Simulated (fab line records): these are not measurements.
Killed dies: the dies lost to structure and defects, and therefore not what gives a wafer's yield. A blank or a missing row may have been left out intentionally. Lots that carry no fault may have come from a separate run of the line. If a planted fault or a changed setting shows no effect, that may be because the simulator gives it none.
Which tool was responsible?	flow gf180mcu	Sampling: 14 lots, 42 wafers, 4 of 602 route steps

== WHAT THE GAUGES SHOWED, per wafer ==
GF_V5_RS_MEAS_24: a four-point-probe measurement.
lot	measured	on	V5_W_RS (ohm/sq)
L665	day 27 15:20	filmMetro-03	0.328 0.334 0.328
L666	day 28 02:30	filmMetro-02	0.330 0.329 0.325
L667	day 28 10:11	filmMetro-01	0.329 0.330 0.334
L669	day 28 20:19	filmMetro-03	0.332 0.327 0.324
L670	day 29 09:20	filmMetro-01	0.331 0.327 0.335
L672	day 29 17:32	filmMetro-03	0.323 0.324 0.323
L673	day 30 00:02	filmMetro-02	0.332 0.330 0.334
L674	day 30 10:31	filmMetro-03	0.327 0.326 0.325
L675	day 30 18:26	filmMetro-02	0.331 0.327 0.332
L677	day 31 05:21	filmMetro-02	0.327 0.334 0.328
L679	day 31 16:22	filmMetro-03	0.327 0.331 0.328
L683	day 32 18:57	filmMetro-01	0.338 0.327 0.328
L685	day 33 04:58	filmMetro-03	0.329 0.325 0.326
L687	day 33 19:42	filmMetro-01	0.331 0.332 0.329

== EACH LOT AND THE TOOL THAT RAN IT (in order: tool; ch and the chambers of the sampled wafers; start) ==
lot	GF_M2_SPUTTER_03	GF_V5_SPUTTER_22	GF_V5_CVD_23
L665	pvdSputter-02, day 18 15:26	pvdSputter-03, day 27 15:11	cvdW-02 ch 0,1, day 27 15:13
L666	pvdSputter-02, day 19 04:15	pvdSputter-01, day 28 02:21	cvdW-02 ch 0,1, day 28 02:23
L667	pvdSputter-01, day 19 15:21	pvdSputter-01, day 28 10:02	cvdW-01 ch 0,1, day 28 10:04
L669	pvdSputter-01, day 20 03:08	pvdSputter-03, day 28 20:10	cvdW-02 ch 0,1, day 28 20:12
L670	pvdSputter-01, day 20 18:56	pvdSputter-02, day 29 09:11	cvdW-01 ch 0,1, day 29 09:13
L672	pvdSputter-04, day 21 03:39	pvdSputter-03, day 29 17:23	cvdW-01 ch 1, day 29 17:25
L673	pvdSputter-04, day 21 12:47	pvdSputter-01, day 29 23:52	cvdW-02 ch 0,1, day 29 23:54
L674	pvdSputter-02, day 22 03:14	pvdSputter-01, day 30 10:20	cvdW-01 ch 0,1, day 30 10:25
L675	pvdSputter-04, day 22 11:23	pvdSputter-03, day 30 18:13	cvdW-02 ch 0,1, day 30 18:17
L677	pvdSputter-02, day 23 04:32	pvdSputter-01, day 31 05:10	cvdW-02 ch 0,1, day 31 05:13
L679	pvdSputter-04, day 23 16:03	pvdSputter-01, day 31 16:13	cvdW-01 ch 0,1, day 31 16:16
L683	pvdSputter-01, day 25 02:17	pvdSputter-03, day 32 18:47	cvdW-02 ch 0,1, day 32 18:49
L685	pvdSputter-01, day 25 15:12	pvdSputter-03, day 33 04:49	cvdW-02 ch 0,1, day 33 04:50
L687	pvdSputter-02, day 26 11:24	pvdSputter-02, day 33 19:31	cvdW-01 ch 0,1, day 33 19:34
- GF_M2_SPUTTER_03: material Ti, target thk 10 nm, time 6.7 s.
- GF_V5_SPUTTER_22: material TiN, target thk 10 nm, time 40 s.
- GF_V5_CVD_23: deposits W, target thk 350 nm, time 104.9 s.

== WHAT THE TOOLS THEMSELVES READ (means of the sampled wafers that have a number; where no wafer has one, the mark that the record gives instead) ==
GF_M2_SPUTTER_03.
lot	tool	throttleValvePct (%)
L665	pvdSputter-02	29.3
L666	pvdSputter-02	30.0
L667	pvdSputter-01	29.8
L669	pvdSputter-01	29.7
L670	pvdSputter-01	29.7
L672	pvdSputter-04	30.7
L673	pvdSputter-04	31.2
L674	pvdSputter-02	29.4
L675	pvdSputter-04	30.9
L677	pvdSputter-02	29.4
L679	pvdSputter-04	30.4
L683	pvdSputter-01	29.6
L685	pvdSputter-01	28.5
L687	pvdSputter-02	30.0

GF_V5_SPUTTER_22.
lot	tool	throttleValvePct (%)
L665	pvdSputter-03	30.6
L666	pvdSputter-01	29.7
L667	pvdSputter-01	29.2
L669	pvdSputter-03	30.7
L670	pvdSputter-02	30.1
L672	pvdSputter-03	30.0
L673	pvdSputter-01	29.0
L674	pvdSputter-01	29.8
L675	pvdSputter-03	30.1
L677	pvdSputter-01	29.0
L679	pvdSputter-01	28.7
L683	pvdSputter-03	30.7
L685	pvdSputter-03	30.4
L687	pvdSputter-02	29.8

GF_V5_CVD_23.
lot	tool	heaterPowerW (W)
L665	cvdW-02	981
L666	cvdW-02	975
L667	cvdW-01	849
L669	cvdW-02	971
L670	cvdW-01	848
L672	cvdW-01	720
L673	cvdW-02	973
L674	cvdW-01	800
L675	cvdW-02	987
L677	cvdW-02	991
L679	cvdW-01	848
L683	cvdW-02	991
L685	cvdW-02	1005
L687	cvdW-01	840

== THE ANSWER, worked out from the rows above alone ==
Rule: the usual values come from the lots themselves. The widest of any qualifying gaps counts: lots, ordered by their means at a reading, are off when they make up no more than a third of the lots, leave a main group of 4 or more, and stand apart from it by 3 or more times the standard deviation of that group's means. A main group is skipped when, at the precision printed for the reading in the tables above, its means are all equal. A lot without any number at a reading at which 4 lots or more have one is off too. Any other lot the step has rows for is counted as sound. After the gauges, taken in route order, come the tools' own readings; for these a lot's mean is taken, as printed above. At the first step where some lot is off, the reading lying furthest off is the one used; lots without a number count as furthest.
Nothing can be told from this: no lot is off at any reading shown.

== WHAT THE SIMULATOR HAD PUT IN ==
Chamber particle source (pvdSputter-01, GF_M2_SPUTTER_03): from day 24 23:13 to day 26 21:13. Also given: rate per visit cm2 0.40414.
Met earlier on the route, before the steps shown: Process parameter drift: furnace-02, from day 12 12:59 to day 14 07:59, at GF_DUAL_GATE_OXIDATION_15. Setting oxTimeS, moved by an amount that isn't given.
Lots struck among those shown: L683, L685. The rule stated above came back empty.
